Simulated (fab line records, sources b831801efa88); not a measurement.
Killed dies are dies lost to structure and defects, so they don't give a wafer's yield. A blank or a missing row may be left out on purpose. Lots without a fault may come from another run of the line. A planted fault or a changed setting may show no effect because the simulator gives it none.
Which tool did it? | flow sky130 | 24 lots, 72 wafers sampled, at 3 steps of a route of 708

WHAT THE GAUGES READ, wafer by wafer
SKY_METAL2_CD_MEAS_15: target cd 140 nm.
lot  | measured     | on        | cd_nm (nm)
L074 | day 35 10:55 | cd_sem-02 | 137.8 138.2 136.8
L075 | day 36 00:07 | cd_sem-02 | 137.2 140.2 138.4
L076 | day 36 13:46 | cd_sem-01 | 140.2 141.3 141.1
L077 | day 36 16:41 | cd_sem-02 | 138.7 140.1 138.0
L078 | day 36 19:01 | cd_sem-01 | 140.4 139.6 140.3
L079 | day 37 10:38 | cd_sem-01 | 137.5 137.3 138.1
L080 | day 38 05:02 | cd_sem-02 | 139.5 138.9 137.5
L082 | day 38 05:49 | cd_sem-02 | 140.3 141.1 141.9
L081 | day 38 10:13 | cd_sem-01 | 138.5 138.7 138.1
L083 | day 38 15:35 | cd_sem-02 | 138.0 139.0 140.5
L084 | day 39 00:53 | cd_sem-02 | 141.4 140.0 140.2
L086 | day 39 03:02 | cd_sem-01 | 143.2 142.9 142.8
L087 | day 39 04:40 | cd_sem-02 | 139.3 139.7 139.8
L085 | day 39 05:56 | cd_sem-01 | 141.4 140.2 140.8
L088 | day 39 15:16 | cd_sem-01 | 141.9 141.6 141.3
L089 | day 40 00:06 | cd_sem-01 | 139.8 140.8 139.6
L090 | day 40 00:13 | cd_sem-02 | 139.2 140.4 140.2
L091 | day 40 15:59 | cd_sem-02 | 141.3 140.2 143.2
L092 | day 40 23:45 | cd_sem-02 | 141.2 142.4 141.1
L094 | day 41 02:31 | cd_sem-02 | 139.4 137.9 139.3
L093 | day 41 04:01 | cd_sem-01 | 139.4 139.8 139.6
L095 | day 41 14:20 | cd_sem-01 | 138.4 138.3 139.7
L096 | day 42 02:16 | cd_sem-01 | 140.7 139.1 139.1
L097 | day 41 23:49 | cd_sem-02 | 141.2 142.9 142.4

WHICH TOOL RAN EACH LOT (tool, then ch and the chambers of the sampled wafers, then the start)
lot  | SKY_METAL1_SPUTTER_00        | SKY_VIA1_SPUTTER_20
L074 | pvd_sputter-02, day 31 22:17 | pvd_sputter-02, day 34 07:11
L075 | pvd_sputter-01, day 32 12:10 | pvd_sputter-04, day 34 20:45
L076 | pvd_sputter-01, day 33 01:59 | pvd_sputter-01, day 35 10:30
L077 | pvd_sputter-02, day 33 06:01 | pvd_sputter-01, day 35 13:52
L078 | pvd_sputter-03, day 33 09:38 | pvd_sputter-01, day 35 16:22
L079 | pvd_sputter-02, day 34 01:02 | pvd_sputter-04, day 36 08:11
L080 | pvd_sputter-03, day 34 19:46 | pvd_sputter-02, day 37 02:11
L082 | pvd_sputter-02, day 34 20:05 | pvd_sputter-02, day 37 03:07
L081 | pvd_sputter-02, day 35 00:53 | pvd_sputter-01, day 37 07:42
L083 | pvd_sputter-01, day 35 06:04 | pvd_sputter-04, day 37 13:19
L084 | pvd_sputter-01, day 35 17:13 | pvd_sputter-04, day 37 23:25
L086 | pvd_sputter-02, day 35 19:21 | pvd_sputter-01, day 38 01:33
L087 | pvd_sputter-02, day 35 21:37 | pvd_sputter-02, day 38 03:21
L085 | pvd_sputter-01, day 35 22:04 | pvd_sputter-01, day 38 04:20
L088 | pvd_sputter-02, day 36 08:19 | pvd_sputter-02, day 38 13:36
L089 | pvd_sputter-02, day 36 16:57 | pvd_sputter-02, day 38 22:51
L090 | pvd_sputter-01, day 36 17:52 | pvd_sputter-04, day 38 23:30
L091 | pvd_sputter-01, day 37 10:15 | pvd_sputter-02, day 39 14:55
L092 | pvd_sputter-01, day 37 18:20 | pvd_sputter-01, day 39 22:43
L094 | pvd_sputter-02, day 37 21:02 | pvd_sputter-04, day 40 01:33
L093 | pvd_sputter-03, day 37 23:04 | pvd_sputter-01, day 40 03:12
L095 | pvd_sputter-02, day 38 10:16 | pvd_sputter-04, day 40 13:54
L096 | pvd_sputter-03, day 38 11:55 | pvd_sputter-01, day 41 01:35
L097 | pvd_sputter-01, day 38 20:11 | pvd_sputter-04, day 40 23:22
- SKY_METAL1_SPUTTER_00: material Ti, target thk 15 nm, time 10 s.
- SKY_VIA1_SPUTTER_20: material TiN, target thk 20 nm, time 80 s.

WHAT THE TOOLS THEMSELVES READ (means of the sampled wafers that have a number; where no wafer has one, the mark that the record gives instead)
SKY_METAL1_SPUTTER_00.
lot  | tool           | chamber_pressure_pa (Pa) | throttle_valve_pct (%)
L074 | pvd_sputter-02 | 0.4007                   | 30.3
L075 | pvd_sputter-01 | 0.4003                   | 30.4
L076 | pvd_sputter-01 | 0.3994                   | 30.0
L077 | pvd_sputter-02 | 0.4001                   | 28.5
L078 | pvd_sputter-03 | 0.4002                   | 29.8
L079 | pvd_sputter-02 | 0.4003                   | 29.2
L080 | pvd_sputter-03 | 0.3994                   | 29.9
L082 | pvd_sputter-02 | 0.4004                   | 29.3
L081 | pvd_sputter-02 | 0.3992                   | 30.3
L083 | pvd_sputter-01 | 0.4005                   | 30.6
L084 | pvd_sputter-01 | 0.3994                   | 30.3
L086 | pvd_sputter-02 | 0.4005                   | 30.5
L087 | pvd_sputter-02 | 0.4008                   | 29.9
L085 | pvd_sputter-01 | 0.3996                   | 30.4
L088 | pvd_sputter-02 | 0.3997                   | 30.3
L089 | pvd_sputter-02 | 0.4000                   | 29.3
L090 | pvd_sputter-01 | 0.4010                   | 30.4
L091 | pvd_sputter-01 | 0.4006                   | 30.2
L092 | pvd_sputter-01 | 0.4003                   | 30.3
L094 | pvd_sputter-02 | 0.3994                   | 29.5
L093 | pvd_sputter-03 | 0.4005                   | 29.8
L095 | pvd_sputter-02 | 0.3997                   | 28.6
L096 | pvd_sputter-03 | 0.4007                   | 29.6
L097 | pvd_sputter-01 | 0.3994                   | 30.5

SKY_VIA1_SPUTTER_20.
lot  | tool           | chamber_pressure_pa (Pa) | throttle_valve_pct (%)
L074 | pvd_sputter-02 | 4.999                    | 30.2
L075 | pvd_sputter-04 | 5.010                    | 30.6
L076 | pvd_sputter-01 | 5.006                    | 30.5
L077 | pvd_sputter-01 | 5.011                    | 30.7
L078 | pvd_sputter-01 | 4.990                    | 30.7
L079 | pvd_sputter-04 | 5.011                    | 30.6
L080 | pvd_sputter-02 | 5.011                    | 30.1
L082 | pvd_sputter-02 | 5.010                    | 30.1
L081 | pvd_sputter-01 | 5.002                    | 30.3
L083 | pvd_sputter-04 | 5.005                    | 30.7
L084 | pvd_sputter-04 | 5.002                    | 31.1
L086 | pvd_sputter-01 | 5.008                    | 30.3
L087 | pvd_sputter-02 | 5.018                    | 30.1
L085 | pvd_sputter-01 | 5.003                    | 30.2
L088 | pvd_sputter-02 | 5.001                    | 29.6
L089 | pvd_sputter-02 | 5.005                    | 29.4
L090 | pvd_sputter-04 | 4.996                    | 30.1
L091 | pvd_sputter-02 | 4.996                    | 30.2
L092 | pvd_sputter-01 | 4.992                    | 30.5
L094 | pvd_sputter-04 | 4.996                    | 30.9
L093 | pvd_sputter-01 | 4.994                    | 30.3
L095 | pvd_sputter-04 | 4.995                    | 30.4
L096 | pvd_sputter-01 | 5.012                    | 30.6
L097 | pvd_sputter-04 | 5.002                    | 30.4

THE ANSWER, worked out from the rows above alone
Rule: what is usual is taken from the lots themselves. Put in order of their means at a reading, lots are off if they are a third of the lots or fewer, leave a main group of 4 or more, and stand apart from it by a gap of 3 or more times the standard deviation of the main group's means; of several such gaps the widest counts. A main group whose means are all the same, to the digits that the tables above print for the reading, isn't used. A lot without any number at a reading at which 4 lots or more have one is off too. The other lots that the step has rows for count as sound. The gauges are gone through in route order, then the tools' own readings, and for those a lot's mean is taken as printed above. The first step at which some lot is off is used, and at that step the reading that is off furthest; a lot without a number counts as furthest.
No lot is off at any reading shown: from this, nothing can be told.

WHAT THE SIMULATOR HAD PUT IN
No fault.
